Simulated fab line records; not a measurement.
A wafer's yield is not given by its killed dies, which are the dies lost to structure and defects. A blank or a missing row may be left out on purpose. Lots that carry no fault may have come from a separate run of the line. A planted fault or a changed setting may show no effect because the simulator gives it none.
fab line records | flow sfqLine
record lots=6 | wafers=18 | lastDay=91
route steps=325 shown M0@32 I0@43 M1@58
lots that met no fault: taken from a fault-free run of the same line
startH: the number of hours between the record's first day and the start of the first shown wafer of the lot | waitH: hours elapsed since this lot's preceding step | " identical to the entry in the row above | L1.1+2: several wafers, shown together as one row | - either no value or no given start | * or withheld: withheld | < > ~ a bound
route shown NAME@n: a module of which the file shows steps, and the number in the route of the first | usual: average and standard deviation across the fault-free wafers | same: alike in all rows | chamber/n: place in a boat | sites: the reading at each site | _std_site: their standard deviation | _edge_site: mean of outer sites minus mean of inner sites | radiusMm: for every site, how far away it sits from the centre of the wafer | mask NAME#n: copy n | behind: the tool/chamber that last shaped the wafer | hold: why the lot went on hold/how many hours it stayed there/how the hold came to an end | device: whichever transistor did not switch (one of n, p or np) | end of line: the same wafers' tests at the end of the route | a step with no rows: only its recipe | killed: dies lost to structure and defects at the first sort, not the wafer's yield | map: shows each die of a wafer: x if killed, . if not, _ if none is there
set.NAME: setting as actually run; set.NAME@STEP: the setting as run at that earlier step | model.NAME: the simulator's own value behind a step, which no gauge read
a table for each step, a row for each wafer; lots at some steps of the route
services: the hour from which a tool's chamber was out of use, counted from the record's first day as startH (under 0 if before that day), plus the number of hours and why
## steps
# step SFQ_TRILAYER_M0_LITHO_COAT_026
# recipe resist=BARC | spinRpm=3000 | resistThkNm=62
# step SFQ_TRILAYER_M0_LITHO_COAT_021
# recipe resist=KrF | spinRpm=3000 | resistThkNm=600
# step SFQ_TRILAYER_M0_LITHO_SOFTBAKE_025
# recipe tempC=withheld | timeS=withheld | resist=KrF
# step SFQ_TRILAYER_M0_LITHO_EXPOSE_022
# recipe maskId=M0 | na=0.6 | sourceShape=conventional | sigmaOuter=0.65 | targetCdNm=500 | doseMj=14.4
# step SFQ_TRILAYER_M0_LITHO_PEB_024
# recipe pebTempC=115 | pebTimeS=62.16 | resist=KrF
# step SFQ_TRILAYER_M0_LITHO_DEVELOP_023
# recipe timeS=60 | resist=KrF
# step SFQ_M0_OVL_MEAS_906
# usual M0_OVL=-5/5.4
lot.wafer | tool       | chamber | startH | waitH | M0_OVL[nm]
L359.2    | overlay-01 | -       | 178.84 | 0.1   | 4
L359.3    | "          | -       | "      | "     | 1
L359.6    | "          | -       | "      | "     | -1
L366.2    | overlay-02 | -       | 231.64 | 0.1   | -16
L366.3    | "          | -       | "      | "     | -12
L366.4    | "          | -       | "      | "     | -17
L367.3    | overlay-01 | -       | 244.84 | 0.1   | -14
L367.4    | "          | -       | "      | "     | -11
L367.6    | "          | -       | "      | "     | -13
L375.1    | overlay-02 | -       | 311.00 | 0.1   | -16
L375.2    | "          | -       | "      | "     | -14
L375.4    | "          | -       | "      | "     | -14
L377.3    | overlay-01 | -       | 318.21 | 0.1   | 1
L377.4    | "          | -       | "      | "     | -1
L377.6    | "          | -       | "      | "     | 0
L379.2    | overlay-01 | -       | 449.33 | 0.1   | 1
L379.3    | "          | -       | "      | "     | 1
L379.4    | "          | -       | "      | "     | -4
# step SFQ_TRILAYER_M0_BARC_OPEN_METAL_ETCH_031
# recipe maskMaterial=PR | chemistry=O2 | targetDepthNm=125 | target=BARC | icpW=600 | biasW=80 | pressureMtorr=10 | timeS=41.7
# usual chamberPressureMTorr=10.001/0.0097 | drypumpMotorCurrentA=5.4/0.46 | oesProductAu=0.685/0.004
lot.wafer | tool        | chamber | startH | waitH | chamberPressureMTorr | drypumpMotorCurrentA | oesProductAu | rfHoursCounterH
L359.2    | rieMetal-02 | 0       | 178.87 | 0.0   | 10.011               | 5.7                  | 0.685        | 177
L359.3    | "           | 1       | "      | "     | 9.993                | 4.8                  | 0.690        | -
L359.6    | "           | 1       | "      | "     | 9.991                | 4.8                  | 0.690        | -
L366.2    | rieMetal-04 | 1       | 231.67 | 0.0   | 10.002               | 5.0                  | 0.682        | 37
L366.3    | "           | 0       | "      | "     | 9.996                | 5.4                  | 0.686        | -
L366.4    | "           | 1       | "      | "     | 9.995                | 5.0                  | 0.683        | -
L367.3    | rieMetal-04 | 0       | 244.89 | 0.0   | 10.000               | 5.4                  | 0.685        | -
L367.4    | "           | 1       | "      | "     | 10.003               | 5.0                  | 0.688        | -
L367.6    | "           | 0       | "      | "     | 10.012               | 5.4                  | 0.678        | -
L375.1    | rieMetal-01 | 0       | 311.04 | 0.0   | 10.018               | 6.0                  | 0.685        | 33
L375.2    | "           | 1       | "      | "     | 10.006               | 5.8                  | 0.696        | 175
L375.4    | "           | 1       | "      | "     | 10.006               | 5.8                  | 0.685        | -
L377.3    | rieMetal-04 | 1       | 318.28 | 0.1   | 10.007               | 4.9                  | 0.687        | -
L377.4    | "           | 1       | "      | "     | 9.996                | 4.9                  | 0.688        | -
L377.6    | "           | 1       | "      | "     | 9.989                | 4.9                  | 0.689        | -
L379.2    | rieMetal-01 | 1       | 449.36 | 0.0   | 10.007               | 5.8                  | 0.683        | 11
L379.3    | "           | 0       | "      | "     | 9.992                | 6.0                  | 0.682        | -
L379.4    | "           | 1       | "      | "     | 10.004               | 5.8                  | 0.689        | -
# step SFQ_TRILAYER_M0_ETCH_METAL_ETCH_024
# recipe target=Nb | stopOn=SiO2 | maskMaterial=PR | chemistry=Cl2/Ar | targetDepthNm=240 | icpW=600 | biasW=80 | pressureMtorr=10 | timeS=120
# step SFQ_TRILAYER_M0_STRIP_STRIP_025
# recipe gas=O2 | powerW=200 | platenTempC=40 | overashFraction=0.65 | chemistry=O2 | pressureMtorr=50
# step SFQ_TRILAYER_M0_STRIP_SOLV_CLEAN_026
# recipe chemistry=NMP | tempC=70 | timeS=600
# step SFQ_TRILAYER_I0_DEP_PECVD_027
# recipe material=SiO2 | tempC=150 | timeS=111.11 | pressureTorr=2.4 | rfW=183.3 | precursor=SiH4/N2O | targetThkNm=500
# step SFQ_TRILAYER_I0_CMP_CMP_028
# recipe material=SiO2 | downForcePsi=3 | platenRpm=58.76 | padVelocityMS=0.94248
# usual motorCurrentA=10.1/1.1 | timeToEndpointS=216/7.6
lot.wafer | tool   | chamber | startH | waitH | motorCurrentA | timeToEndpointS | model.SiO2_of_TRILAYER_I0_DEP_PECVD_027.thkNm
L359.2    | cmp-01 | 0       | 181.39 | 1.5   | 11.1          | 216             | 199.6
L359.3    | "      | 1       | "      | "     | 10.0          | 218             | 199
L359.6    | "      | 3       | 182.89 | 3.0   | 11.1          | 237             | 201
L366.2    | cmp-02 | 1       | 233.53 | 0.8   | 9.1           | 213             | 198.8
L366.3    | "      | 2       | "      | "     | 8.5           | 199             | 219.8
L366.4    | "      | 3       | "      | "     | 11.0          | 213             | 198.9
L367.3    | cmp-02 | 2       | 247.30 | 1.4   | 8.2           | 193             | 217.9
L367.4    | "      | 3       | "      | "     | 11.3          | 209             | 198.9
L367.6    | "      | 2       | 249.30 | 3.4   | 8.6           | 197             | 217.5
L375.2    | cmp-02 | 3       | 318.19 | 6.1   | 11.4          | 215             | 199.7
L375.1    | "      | 0       | "      | "     | 10.2          | 230             | 200.2
L375.4    | "      | 2       | 319.69 | 7.6   | 8.3           | 212             | 199.3
L377.4    | cmp-02 | 1       | 327.19 | 6.9   | 9.1           | 217             | 200.7
L377.3    | "      | 2       | "      | "     | 8.5           | 215             | 199.1
L377.6    | "      | 2       | 329.69 | 9.4   | 8.2           | 224             | 199.5
L379.3    | cmp-02 | 0       | 450.41 | 0.0   | 9.6           | 225             | 200.7
L379.2    | "      | 1       | "      | "     | 9.8           | 207             | 199
L379.4    | "      | 3       | 451.91 | 1.5   | 11.4          | 221             | 199.1
# step SFQ_I0_BOW_MEAS_907
# recipe mode=bow
# usual I0_BOW=0/7.2
lot.wafer | tool         | chamber | startH | waitH | I0_BOW[um]
L359.2    | filmMetro-04 | -       | 183.41 | 1.5   | 3
L359.3    | "            | -       | "      | "     | 6
L359.6    | "            | -       | "      | "     | -3
L366.2    | filmMetro-03 | -       | 236.55 | 2.5   | -12
L366.3    | "            | -       | "      | "     | 3
L366.4    | "            | -       | "      | "     | -3
L367.3    | filmMetro-03 | -       | 250.34 | 2.5   | -1
L367.4    | "            | -       | "      | "     | 0
L367.6    | "            | -       | "      | "     | 2
L375.1    | filmMetro-03 | -       | 321.19 | 2.0   | 13
L375.2    | "            | -       | "      | "     | 9
L375.4    | "            | -       | "      | "     | -1
L377.3    | filmMetro-04 | -       | 330.23 | 2.0   | -2
L377.4    | "            | -       | "      | "     | -4
L377.6    | "            | -       | "      | "     | -4
L379.2    | filmMetro-02 | -       | 453.43 | 2.0   | 0
L379.3    | "            | -       | "      | "     | -17
L379.4    | "            | -       | "      | "     | -2
# step SFQ_TRILAYER_I0_METRO_MEASURE_029
# usual thkNm=199.6/1.2
lot.wafer | tool         | chamber | startH | waitH | thkNm
L359.2    | filmMetro-04 | -       | 183.71 | 0.3   | 199.6
L359.3    | "            | -       | "      | "     | 199.0
L359.6    | "            | -       | "      | "     | 200.9
L366.2    | filmMetro-03 | -       | 236.85 | 0.3   | 198.9
L366.3    | "            | -       | "      | "     | 219.8
L366.4    | "            | -       | "      | "     | 198.8
L367.3    | filmMetro-03 | -       | 250.82 | 0.5   | 217.9
L367.4    | "            | -       | "      | "     | 198.8
L367.6    | "            | -       | "      | "     | 217.4
L375.1    | filmMetro-03 | -       | 321.31 | 0.1   | 200.3
L375.2    | "            | -       | "      | "     | 199.7
L375.4    | "            | -       | "      | "     | 199.2
L377.3    | filmMetro-04 | -       | 330.71 | 0.5   | 199.2
L377.4    | "            | -       | "      | "     | 200.5
L377.6    | "            | -       | "      | "     | 199.4
L379.2    | filmMetro-02 | -       | 453.73 | 0.3   | 199.0
L379.3    | "            | -       | "      | "     | 200.6
L379.4    | "            | -       | "      | "     | 199.2
# step SFQ_TRILAYER_I0_VIA_LITHO_COAT_036
# recipe resist=BARC | spinRpm=3000 | resistThkNm=62
# step SFQ_TRILAYER_I0_VIA_LITHO_COAT_031
# recipe resist=KrF | spinRpm=3000 | resistThkNm=650
# step SFQ_TRILAYER_I0_VIA_LITHO_SOFTBAKE_035
# recipe tempC=withheld | timeS=withheld | resist=KrF
# step SFQ_TRILAYER_I0_VIA_LITHO_EXPOSE_032
# recipe maskId=I0 | na=0.6 | sourceShape=conventional | sigmaOuter=0.65 | targetCdNm=500 | doseMj=21.3
# step SFQ_TRILAYER_I0_VIA_LITHO_PEB_034
# recipe pebTempC=115 | pebTimeS=60 | resist=KrF
# step SFQ_TRILAYER_I0_VIA_LITHO_DEVELOP_033
# recipe timeS=60 | resist=KrF
# step SFQ_I0_OVL_MEAS_908
# usual I0_OVL=1/4.6
lot.wafer | tool       | chamber | startH | waitH | I0_OVL[nm]
L359.2    | overlay-01 | -       | 290.39 | 0.1   | -8
L359.3    | "          | -       | "      | "     | -4
L359.6    | "          | -       | "      | "     | -12
L366.2    | overlay-02 | -       | 355.48 | 0.1   | -6
L366.3    | "          | -       | "      | "     | 4
L366.4    | "          | -       | "      | "     | 4
L367.3    | overlay-02 | -       | 369.88 | 0.1   | 9
L367.4    | "          | -       | "      | "     | 5
L367.6    | "          | -       | "      | "     | 2
L375.1    | overlay-01 | -       | 399.87 | 0.1   | 0
L375.2    | "          | -       | "      | "     | 7
L375.4    | "          | -       | "      | "     | 7
L377.3    | overlay-02 | -       | 402.28 | 0.1   | 1
L377.4    | "          | -       | "      | "     | 2
L377.6    | "          | -       | "      | "     | -1
L379.2    | overlay-02 | -       | 458.13 | 0.1   | 1
L379.3    | "          | -       | "      | "     | -7
L379.4    | "          | -       | "      | "     | 4
# step SFQ_TRILAYER_I0_VIA_BARC_OPEN_VIA_ETCH_046
# recipe maskMaterial=PR | chemistry=O2 | targetDepthNm=125 | target=BARC | sourceW=500 | biasW=80 | pressureMtorr=30 | timeS=41.7
# usual chamberPressureMTorr=30.002/0.025 | drypumpMotorCurrentA=5.9/0.4 | oesProductAu=0.685/0.0046
lot.wafer | tool       | chamber | startH | waitH | chamberPressureMTorr | drypumpMotorCurrentA | oesProductAu | rfHoursCounterH
L359.2    | rieDiel-03 | 1       | 290.42 | 0.0   | 30.002               | 6.0                  | 0.687        | 22
L359.3    | "          | 2       | "      | "     | 30.025               | 5.4                  | 0.680        | 9
L359.6    | "          | 1       | "      | "     | 30.000               | 6.0                  | 0.688        | -
L366.2    | rieDiel-03 | 1       | 355.51 | 0.0   | 29.999               | 6.0                  | 0.680        | 23
L366.3    | "          | 0       | "      | "     | 30.017               | 6.4                  | 0.683        | 90
L366.4    | "          | 3       | "      | "     | 29.974               | 5.8                  | 0.691        | -
L367.3    | rieDiel-02 | 0       | 369.91 | 0.0   | 30.026               | 5.0                  | 0.686        | 7
L367.4    | "          | 3       | "      | "     | 30.020               | 6.1                  | 0.680        | 1
L367.6    | "          | 3       | "      | "     | 30.022               | 6.0                  | 0.681        | -
L375.1    | rieDiel-01 | 2       | 399.91 | 0.0   | 30.056               | 5.9                  | 0.683        | 58
L375.2    | "          | 3       | "      | "     | 30.004               | 6.1                  | 0.690        | 21
L375.4    | "          | 1       | "      | "     | 30.033               | 6.1                  | 0.691        | -
L377.3    | rieDiel-02 | 0       | 402.31 | 0.0   | 30.024               | 5.0                  | 0.683        | 8
L377.4    | "          | 0       | "      | "     | 30.083               | 5.0                  | 0.689        | -
L377.6    | "          | 1       | "      | "     | 29.979               | 5.7                  | 0.689        | -
L379.2    | rieDiel-03 | 0       | 458.16 | 0.0   | 30.008               | 6.4                  | 0.681        | 92
L379.3    | "          | 1       | "      | "     | 29.998               | 6.0                  | 0.692        | 24
L379.4    | "          | 2       | "      | "     | 29.994               | 5.4                  | 0.691        | 11
# step SFQ_TRILAYER_I0_VIA_ETCH_VIA_ETCH_034
# recipe target=SiO2 | stopOn=Nb | maskMaterial=PR | taperDeg=20 | chemistry=CHF3 | targetDepthNm=260 | sourceW=500 | biasW=80 | pressureMtorr=30 | timeS=withheld
# usual chamberPressureMTorr=30.001/0.029 | drypumpMotorCurrentA=5.9/0.4 | oesProductAu=0.853/0.0058
lot.wafer | tool       | chamber | startH | waitH | chamberPressureMTorr | drypumpMotorCurrentA | oesProductAu | model.etch.depthNm | model.I0.featureDepthNm
L359.2    | rieDiel-03 | 1       | 290.46 | 0.0   | 30.015               | 6.0                  | 0.851        | 199.6              | 199.6
L359.3    | "          | 2       | "      | "     | 30.003               | 5.4                  | 0.860        | 199                | 199
L359.6    | "          | 1       | "      | "     | 30.010               | 6.1                  | 0.857        | 201                | 201
L366.2    | rieDiel-03 | 1       | 355.55 | 0.0   | 30.004               | 6.0                  | 0.840        | 198.8              | 198.8
L366.3    | "          | 0       | "      | "     | 29.982               | 6.5                  | 0.893        | 219.8              | 219.8
L366.4    | "          | 3       | "      | "     | 30.013               | 5.8                  | 0.853        | 198.9              | 198.9
L367.3    | rieDiel-02 | 0       | 369.95 | 0.0   | 30.114               | 5.0                  | 0.898        | 217.9              | 217.9
L367.4    | "          | 3       | "      | "     | 30.003               | 6.0                  | 0.856        | 198.9              | 198.9
L367.6    | "          | 3       | "      | "     | 30.002               | 6.0                  | 0.893        | 217.5              | 217.5
L375.1    | rieDiel-01 | 2       | 399.95 | 0.0   | 30.017               | 5.9                  | 0.849        | 200.2              | 200.2
L375.2    | "          | 3       | "      | "     | 30.010               | 6.1                  | 0.850        | 199.7              | 199.7
L375.4    | "          | 1       | "      | "     | 30.003               | 6.1                  | 0.850        | 199.3              | 199.3
L377.3    | rieDiel-02 | 0       | 402.35 | 0.0   | 29.998               | 5.1                  | 0.852        | 199.1              | 199.1
L377.4    | "          | 0       | "      | "     | 29.958               | 5.1                  | 0.860        | 200.7              | 200.7
L377.6    | "          | 1       | "      | "     | 30.008               | 5.7                  | 0.848        | 199.5              | 199.5
L379.2    | rieDiel-03 | 0       | 458.20 | 0.0   | 30.032               | 6.4                  | 0.850        | 199                | 199
L379.3    | "          | 1       | "      | "     | 30.002               | 6.0                  | 0.847        | 200.7              | 200.7
L379.4    | "          | 2       | "      | "     | 29.955               | 5.4                  | 0.859        | 199.1              | 199.1
# step SFQ_TRILAYER_I0_VIA_STRIP_STRIP_035
# recipe gas=O2 | powerW=200 | platenTempC=40 | overashFraction=0.65 | chemistry=O2 | pressureMtorr=50
# usual chamberPressureMTorr=49.99/0.047 | drypumpMotorCurrentA=5.7/0.45 | oesProductAu=0.997/0.008
lot.wafer | tool        | chamber | startH | waitH | chamberPressureMTorr | drypumpMotorCurrentA | oesProductAu | rfHoursCounterH
L359.2    | rieMetal-03 | 1       | 290.57 | -     | 50.04                | 6.2                  | 1.002        | 36
L359.3    | "           | 1       | "      | "     | 49.97                | 6.2                  | 0.997        | -
L359.6    | "           | 1       | "      | "     | 50.05                | 6.2                  | 0.996        | -
L366.2    | rieMetal-02 | 1       | 355.66 | -     | 49.86                | 4.9                  | 0.993        | 104
L366.3    | "           | 1       | "      | "     | 50.05                | 4.8                  | 0.995        | -
L366.4    | "           | 0       | "      | "     | 49.97                | 5.7                  | 0.991        | -
L367.3    | rieMetal-01 | 0       | 370.46 | -     | 50.01                | 6.0                  | 0.986        | -
L367.4    | "           | 0       | "      | "     | 50.03                | 6.0                  | 1.000        | -
L367.6    | "           | 0       | "      | "     | 50.03                | 6.0                  | 0.996        | -
L375.1    | rieMetal-01 | 1       | 400.06 | -     | 50.05                | 5.8                  | 0.995        | 4
L375.2    | "           | 0       | "      | "     | 50.05                | 6.0                  | 1.002        | 48
L375.4    | "           | 0       | "      | "     | 49.95                | 6.0                  | 1.001        | -
L377.3    | rieMetal-01 | 0       | 402.66 | -     | 50.00                | 6.0                  | 0.985        | -
L377.4    | "           | 1       | "      | "     | 49.99                | 5.8                  | 1.001        | -
L377.6    | "           | 1       | "      | "     | 49.90                | 5.8                  | 0.991        | -
L379.2    | rieMetal-03 | 1       | 458.31 | -     | 49.95                | 6.2                  | 0.995        | 62
L379.3    | "           | 1       | "      | "     | 49.98                | 6.2                  | 1.004        | -
L379.4    | "           | 0       | "      | "     | 49.93                | 5.0                  | 1.001        | -
# step SFQ_TRILAYER_I0_VIA_STRIP_SOLV_CLEAN_036
# recipe chemistry=NMP | tempC=70 | timeS=600
# step SFQ_TRILAYER_M1_DEP_PRE_CLEAN_038
# recipe gas=Ar | timeS=22.5 | biasV=250
# step SFQ_TRILAYER_M1_DEP_SPUTTER_037
# recipe material=Nb | basePressurePa=1.33e-06 | chamberPressurePa=0.1333 | substrateTempC=20 | resputterCathodeVoltageV=400 | targetThkNm=200 | powerW=2000 | timeS=133.3
# usual throttleValvePct=30.1/1.2
lot.wafer | tool          | chamber | startH | waitH | throttleValvePct
L359.2    | pvdSputter-05 | -       | 291.41 | 0.0   | 29.4
L359.3    | "             | -       | "      | "     | 30.9
L359.6    | "             | -       | "      | "     | 31.3
L366.2    | pvdSputter-06 | -       | 356.46 | 0.0   | 30.7
L366.3    | "             | -       | "      | "     | 28.4
L366.4    | "             | -       | "      | "     | 30.7
L367.3    | pvdSputter-03 | -       | 371.48 | 0.0   | 29.8
L367.4    | "             | -       | "      | "     | 30.7
L367.6    | "             | -       | "      | "     | 28.0
L375.1    | pvdSputter-05 | -       | 400.88 | 0.0   | 31.3
L375.2    | "             | -       | "      | "     | 30.0
L375.4    | "             | -       | "      | "     | 29.4
L377.3    | pvdSputter-05 | -       | 403.26 | 0.0   | 30.4
L377.4    | "             | -       | "      | "     | 29.6
L377.6    | "             | -       | "      | "     | 30.3
L379.2    | pvdSputter-03 | -       | 459.11 | 0.0   | 28.1
L379.3    | "             | -       | "      | "     | 28.8
L379.4    | "             | -       | "      | "     | 29.8
# step SFQ_M1_RS_MEAS_909
# recipe thkMeasGauge=four-point-probe | reads=Nb_of_TRILAYER_M1_DEP_SPUTTER_037
# usual M1_NB_RS=0.888/0.012
lot.wafer | tool         | chamber | startH | waitH | M1_NB_RS[ohm/sq]
L359.2    | filmMetro-02 | -       | 291.52 | 0.1   | 0.887
L359.3    | "            | -       | "      | "     | 0.895
L359.6    | "            | -       | "      | "     | 0.896
L366.2    | filmMetro-02 | -       | 356.58 | 0.1   | 0.880
L366.3    | "            | -       | "      | "     | 0.884
L366.4    | "            | -       | "      | "     | 0.873
L367.3    | filmMetro-02 | -       | 371.61 | 0.1   | 0.893
L367.4    | "            | -       | "      | "     | 0.892
L367.6    | "            | -       | "      | "     | 0.888
L375.1    | filmMetro-01 | -       | 400.97 | 0.0   | 0.875
L375.2    | "            | -       | "      | "     | 0.884
L375.4    | "            | -       | "      | "     | 0.879
L377.3    | filmMetro-02 | -       | 403.40 | 0.1   | 0.873
L377.4    | "            | -       | "      | "     | 0.882
L377.6    | "            | -       | "      | "     | 0.879
L379.2    | filmMetro-01 | -       | 459.23 | 0.1   | 0.897
L379.3    | "            | -       | "      | "     | 0.899
L379.4    | "            | -       | "      | "     | 0.903
# step SFQ_TRILAYER_M1_LITHO_COAT_044
# recipe resist=BARC | spinRpm=3000 | resistThkNm=62
# step SFQ_TRILAYER_M1_LITHO_COAT_039
# recipe resist=KrF | spinRpm=3000 | resistThkNm=600
# step SFQ_TRILAYER_M1_LITHO_SOFTBAKE_043
# recipe tempC=withheld | timeS=withheld | resist=KrF
# step SFQ_TRILAYER_M1_LITHO_EXPOSE_040
# recipe maskId=M1 | na=0.6 | sourceShape=conventional | sigmaOuter=0.65 | targetCdNm=500 | doseMj=14.4
# step SFQ_TRILAYER_M1_LITHO_PEB_042
# recipe pebTempC=115 | pebTimeS=60 | resist=KrF
# step SFQ_TRILAYER_M1_LITHO_DEVELOP_041
# recipe timeS=60 | resist=KrF
# step SFQ_M1_OVL_MEAS_911
# usual M1_OVL=0/4.5
lot.wafer | tool       | chamber | startH | waitH | M1_OVL[nm]
L359.2    | overlay-02 | -       | 408.42 | 0.1   | 1
L359.3    | "          | -       | "      | "     | -4
L359.6    | "          | -       | "      | "     | 5
L366.2    | overlay-02 | -       | 492.05 | 0.1   | 5
L366.3    | "          | -       | "      | "     | 0
L366.4    | "          | -       | "      | "     | 0
L367.3    | overlay-02 | -       | 507.78 | 0.1   | -3
L367.4    | "          | -       | "      | "     | -7
L367.6    | "          | -       | "      | "     | -4
L375.1    | overlay-01 | -       | 555.90 | 0.1   | 6
L375.2    | "          | -       | "      | "     | 4
L375.4    | "          | -       | "      | "     | 5
L377.3    | overlay-02 | -       | 559.51 | 0.1   | 6
L377.4    | "          | -       | "      | "     | 2
L377.6    | "          | -       | "      | "     | 3
L379.2    | overlay-02 | -       | 621.90 | 0.1   | 2
L379.3    | "          | -       | "      | "     | 3
L379.4    | "          | -       | "      | "     | 0
# step SFQ_TRILAYER_M1_BARC_OPEN_METAL_ETCH_054
# recipe maskMaterial=PR | chemistry=O2 | targetDepthNm=125 | target=BARC | icpW=600 | biasW=80 | pressureMtorr=10 | timeS=41.7
# step SFQ_TRILAYER_M1_ETCH_METAL_ETCH_042
# recipe target=Nb | stopOn=SiO2 | maskMaterial=PR | chemistry=Cl2/Ar | targetDepthNm=240 | icpW=622.8 | biasW=80 | pressureMtorr=10 | timeS=120
# usual chamberPressureMTorr=10.000/0.0092 | drypumpMotorCurrentA=5.4/0.51 | oesProductAu=0.896/0.0085
lot.wafer | tool        | chamber | startH | waitH | chamberPressureMTorr | drypumpMotorCurrentA | oesProductAu | rfHoursCounterH | model.SiO2_of_TRILAYER_I0_DEP_PECVD_027.thkNm
L359.2    | rieMetal-02 | 1       | 408.51 | 0.0   | 9.999                | 4.8                  | 0.897        | 112             | 191.3
L359.3    | "           | 1       | "      | "     | 9.977                | 4.8                  | 0.889        | -               | 190.8
L359.6    | "           | 1       | "      | "     | 10.010               | 4.8                  | 0.899        | -               | 192.7
L366.2    | rieMetal-03 | 1       | 492.14 | 0.0   | 10.010               | 6.2                  | 0.893        | 66              | 190.5
L366.3    | "           | 1       | "      | "     | 10.003               | 6.2                  | 0.907        | -               | 211.5
L366.4    | "           | 0       | "      | "     | 9.998                | 5.0                  | 0.908        | -               | 190.6
L367.3    | rieMetal-02 | 0       | 507.91 | 0.1   | 9.993                | 5.7                  | 0.894        | -               | 209.6
L367.4    | "           | 1       | "      | "     | 9.985                | 4.8                  | 0.899        | -               | 190.6
L367.6    | "           | 0       | "      | "     | 10.008               | 5.7                  | 0.900        | -               | 209.3
L375.1    | rieMetal-03 | 0       | 555.99 | 0.0   | 10.003               | 5.0                  | 0.911        | 149             | 191.9
L375.2    | "           | 1       | "      | "     | 9.981                | 6.2                  | 0.906        | 74              | 191.5
L375.4    | "           | 1       | "      | "     | 9.999                | 6.2                  | 0.907        | -               | 191
L377.3    | rieMetal-03 | 1       | 559.63 | 0.1   | 9.993                | 6.2                  | 0.906        | -               | 190.8
L377.4    | "           | 0       | "      | "     | 9.993                | 5.0                  | 0.896        | -               | 192.4
L377.6    | "           | 1       | "      | "     | 10.001               | 6.2                  | 0.897        | -               | 191.2
L379.2    | rieMetal-02 | 1       | 621.99 | 0.0   | 9.988                | 4.8                  | 0.894        | 137             | 190.7
L379.3    | "           | 0       | "      | "     | 9.991                | 5.7                  | 0.884        | -               | 192.4
L379.4    | "           | 1       | "      | "     | 10.005               | 4.8                  | 0.890        | -               | 190.8
# step SFQ_TRILAYER_M1_STRIP_STRIP_043
# recipe gas=O2 | powerW=200 | platenTempC=40 | overashFraction=0.65 | chemistry=O2 | pressureMtorr=50
# usual chamberPressureMTorr=50.00/0.042 | drypumpMotorCurrentA=5.4/0.51 | oesProductAu=0.998/0.011
lot.wafer | tool        | chamber | startH | waitH | chamberPressureMTorr | drypumpMotorCurrentA | oesProductAu | rfHoursCounterH
L359.2    | rieMetal-02 | 1       | 408.63 | 0.1   | 50.01                | 4.8                  | 1.005        | 113
L359.3    | "           | 1       | "      | "     | 50.01                | 4.8                  | 0.992        | -
L359.6    | "           | 1       | "      | "     | 49.94                | 4.9                  | 0.988        | -
L366.2    | rieMetal-03 | 1       | 492.27 | 0.1   | 50.00                | 6.2                  | 1.021        | 66
L366.3    | "           | 1       | "      | "     | 49.98                | 6.2                  | 1.017        | -
L366.4    | "           | 0       | "      | "     | 50.03                | 5.0                  | 1.001        | -
L367.3    | rieMetal-02 | 0       | 508.19 | 0.2   | 50.02                | 5.7                  | 0.997        | -
L367.4    | "           | 1       | "      | "     | 49.98                | 4.8                  | 0.999        | -
L367.6    | "           | 0       | "      | "     | 50.02                | 5.7                  | 0.990        | -
L375.1    | rieMetal-03 | 0       | 556.12 | 0.1   | 49.94                | 5.0                  | 1.015        | 149
L375.2    | "           | 1       | "      | "     | 49.97                | 6.2                  | 1.001        | 75
L375.4    | "           | 1       | "      | "     | 49.93                | 6.2                  | 1.004        | -
L377.3    | rieMetal-03 | 1       | 559.92 | 0.2   | 50.11                | 6.2                  | 1.009        | -
L377.4    | "           | 0       | "      | "     | 49.98                | 5.0                  | 1.011        | -
L377.6    | "           | 1       | "      | "     | 50.06                | 6.2                  | 1.002        | -
L379.2    | rieMetal-02 | 1       | 622.12 | 0.1   | 50.03                | 4.8                  | 0.995        | 137
L379.3    | "           | 0       | "      | "     | 49.97                | 5.7                  | 0.989        | -
L379.4    | "           | 1       | "      | "     | 49.93                | 4.8                  | 0.984        | -
## services
tool        | chamber | startH | hours | kind
rieMetal-01 | 0       | 165.74 | 2.9   | repair
rieMetal-02 | -       | 167.36 | 0.7   | repair
rieDiel-03  | -       | 206.51 | 0.8   | repair
rieDiel-03  | -       | 217.75 | 14.6  | pm
rieMetal-03 | 1       | 221.69 | 64.5  | repair
rieDiel-02  | -       | 231.60 | 2.8   | pm
rieDiel-03  | 2       | 246.81 | 4.1   | repair
rieMetal-01 | -       | 276.58 | 1.4   | pm
rieDiel-03  | 3       | 284.96 | 5.1   | repair
cmp-02      | -       | 290.35 | 2.1   | pm
rieDiel-02  | -       | 316.27 | 1.0   | repair
cmp-02      | -       | 316.37 | 1.8   | repair
rieDiel-02  | 3       | 328.40 | 7.4   | repair
rieDiel-03  | -       | 350.88 | 2.8   | pm
rieDiel-03  | 2       | 355.01 | 5.0   | repair
rieMetal-02 | 0       | 384.84 | 5.2   | repair
rieMetal-01 | -       | 404.26 | 2.8   | pm
cmp-02      | -       | 408.83 | 4.0   | pm
rieDiel-03  | 0       | 433.77 | 4.2   | repair
rieDiel-03  | 1       | 442.83 | 11.4  | repair
rieDiel-03  | 2       | 503.21 | 6.1   | repair
rieMetal-03 | 0       | 510.16 | 6.1   | repair
cmp-02      | -       | 522.13 | 8.2   | repair
rieDiel-03  | 1       | 608.96 | 2.5   | repair
## key
firstSign step=SFQ_TRILAYER_I0_METRO_MEASURE_029 | reading=thkNm | direction=up | sigmas=16 | usual=199.6 | struck=218.4
effect step=SFQ_TRILAYER_I0_VIA_ETCH_VIA_ETCH_034 | reading=oesProductAu | direction=up | sigmas=7.2 | usual=0.853 | struck=0.895
modelEffect step=SFQ_TRILAYER_I0_CMP_CMP_028 | value=SiO2_of_TRILAYER_I0_DEP_PECVD_027.thkNm | without=198.4 | struck=218.4
modelEffect step=SFQ_TRILAYER_I0_VIA_ETCH_VIA_ETCH_034 | value=etch.depthNm | without=198.4 | struck=218.4
modelEffect step=SFQ_TRILAYER_M1_ETCH_METAL_ETCH_042 | value=SiO2_of_TRILAYER_I0_DEP_PECVD_027.thkNm | without=190.1 | struck=210.1
metAt SFQ_TRILAYER_I0_CMP_CMP_028
struckWafers L366.3,L367.3,L367.6
fault kind=processParameterDrift | tool=cmp-02 | chamber=2 | onsetH=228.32 | steps=SFQ_TRILAYER_I0_CMP_CMP_028 | channel=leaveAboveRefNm | offset=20 | shape=step | endH=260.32 | actsIn=theseRecipesOnly | stated=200
